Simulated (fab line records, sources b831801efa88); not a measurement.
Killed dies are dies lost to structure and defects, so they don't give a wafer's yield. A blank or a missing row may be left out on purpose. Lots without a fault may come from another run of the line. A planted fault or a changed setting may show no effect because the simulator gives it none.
A struck lot beside a sound one | flow sky130 | 19 steps out of a route of 708
Sound: wafers L265.1, L265.2, L265.6. Struck: wafers L280.1, L280.3, L280.4. The cause comes at the end.
At each step with rows: each side's tool, then ch and its chambers, then its first start. Under that, the readings that differ: sound wafers | struck wafers | difference of the means | sigmas: that difference in standard deviations of wafers without a fault.
alike: readings whose means differ by less than 2 such deviations, and words and numbers that are the same on both sides. not compared: withheld readings, readings that some wafer has no value for, bounds like >300 that may hide the same value, and numbers for which the record gives no deviation and whose values overlap.
The two part at a step that has a row with sigmas, a row that says differs or no value, or rows on one side only. Numbers that don't overlap but have no deviation are shown without sigmas and don't part them. A reading that every wafer of one side lacks parts them only if that side has two wafers or more.

SKY_VIA1_ETCH_15: etches SiO2 in C4F8/O2/Ar, stops on TiN, target depth 351 nm, time 55.82 s.
  sound on rie_diel-01 ch 1,3, day 35 10:35; struck on rie_diel-03 ch 0,2, day 40 09:43
  alike: oes_product_au
  not compared: rf_hours_counter_h
then, 6 steps without rows for these wafers: SKY_VIA1_STRIP_16 (strips in O2/N2); SKY_VIA1_STRIP_17 (strips in post etch residue remover, time 1200 s); SKY_VIA1_CLEAN_18 (cleans in IPA, time 180 s); SKY_VIA1_CLEAN_19 (cleans in O3/DIW); SKY_VIA1_SPUTTER_20 (material TiN, target thk 20 nm, time 80 s); SKY_VIA1_CVD_21 (deposits W, target thk 270 nm, time 80.902 s).
SKY_VIA1_RS_MEAS_22: measures by four-point-probe.
  sound on film_metro-02, day 35 11:23; struck on film_metro-02, day 40 10:31
  alike: VIA1_W_RS
SKY_VIA1_THK_MEAS_23: measures by xrf.
  sound on film_metro-02, day 35 11:30; struck on film_metro-02, day 40 10:38
  alike: VIA1_W_THK
SKY_VIA1_CMP_24: polishes, stops on SiO2, t overpolish 15 s, target thk 0 nm.
  sound on cmp-02 ch 0,1,2, day 35 11:37; struck on cmp-02 ch 0,1,3, day 40 10:44
  alike: head_pressure_psi, motor_current_A, overpolish_run_s, time_to_endpoint_s
SKY_METAL2_SPUTTER_00: material Ti, target thk 15 nm, time 10 s.
  sound on pvd_sputter-02, day 35 11:52; struck on pvd_sputter-01, day 40 10:59
  alike: chamber_pressure_pa, throttle_valve_pct
SKY_METAL2_SPUTTER_01: material TiN, target thk 20 nm, time 16.7 s.
  sound on pvd_sputter-02, day 35 11:53; struck on pvd_sputter-01, day 40 11:01
  alike: chamber_pressure_pa, throttle_valve_pct
SKY_METAL2_SPUTTER_02: material AlCu, target thk 250 nm, time 13.3 s.
  sound on pvd_sputter-02, day 35 11:54; struck on pvd_sputter-01, day 40 11:02
  reading                                     | sound                | struck               | difference | sigmas
  chamber_pressure_pa (Pa)                    | 0.4000 0.3997 0.4008 | 0.3009 0.3021 0.3020 | -0.0985    | -99
  throttle_valve_pct (%)                      | 30.3 29.6 29.5       | 34.7 37.1 36.9       | +6.4       | +5
  model.AlCu_of_METAL2_SPUTTER_02.thk_nm (nm) | 254.2 249.7 249.8    | 264.7 269.2 265      | +15.1      |
SKY_METAL2_SPUTTER_03: material Ti, target thk 5 nm, time 3.208 s.
  sound on pvd_sputter-02, day 35 11:56; struck on pvd_sputter-01, day 40 11:04
  alike: chamber_pressure_pa, throttle_valve_pct
then, 1 step without rows for these wafers: SKY_METAL2_SPUTTER_04 (material TiN, target thk 70 nm, time 58.3 s).
SKY_METAL2_RS_MEAS_05: measures by four-point-probe.
  sound on film_metro-01, day 35 12:00; struck on film_metro-03, day 40 11:08
  reading                 | sound                | struck               | difference | sigmas
  METAL2_ALCU_RS (ohm/sq) | 0.1249 0.1270 0.1268 | 0.1174 0.1153 0.1176 | -0.0095    | -9
SKY_METAL2_THK_MEAS_06: measures by xrf.
  sound on film_metro-01, day 35 12:07; struck on film_metro-03, day 40 11:15
  reading              | sound             | struck            | difference | sigmas
  METAL2_ALCU_THK (nm) | 254.6 248.3 249.6 | 265.1 270.0 264.3 | +15.6      | +6
then, 1 step without rows for these wafers: SKY_METAL2_DEHYDRATE_07 (time 60 s).
-- the record jumps here: 10 days lie between the struck wafers' starts before and after (it left off in module METAL2 and takes up again in module PAD_OPEN, whose first step shown is number 708 of the route) --
SKY_PAD_OPEN_PROBE_99:
  sound on prober-02, day 46 23:27; struck on prober-01, day 50 14:57
  reading                    | sound                | struck               | difference | sigmas
  model.etest.met2.rs_ohm_sq | 0.1266 0.1285 0.1278 | 0.1216 0.1188 0.1213 | -0.0071    |
  alike: defect_limited_yield, killed_at_M0_to_M3, killed_at_M4_up, killed_at_contacts, killed_at_front_end, killed_at_other, killed_dies, killed_open, killed_short, sort_bin_3_pad_short, sort_bin_5_function, sort_bin_6_memory, sort_n_pass, sort_yield_pct
  not compared: model.etest.met2.line_ohm_um

WHERE THEY PART
First at SKY_METAL2_SPUTTER_02; last, within this record, at SKY_METAL2_THK_MEAS_06. Later steps at which nothing parts them and some readings are alike: SKY_PAD_OPEN_PROBE_99.

WHY: what the simulator had put in
Process parameter drift: pvd_sputter-01, from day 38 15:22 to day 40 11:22, at SKY_METAL2_SPUTTER_02. Setting chamber_pressure_pa, moved by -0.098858, from 0.4. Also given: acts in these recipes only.
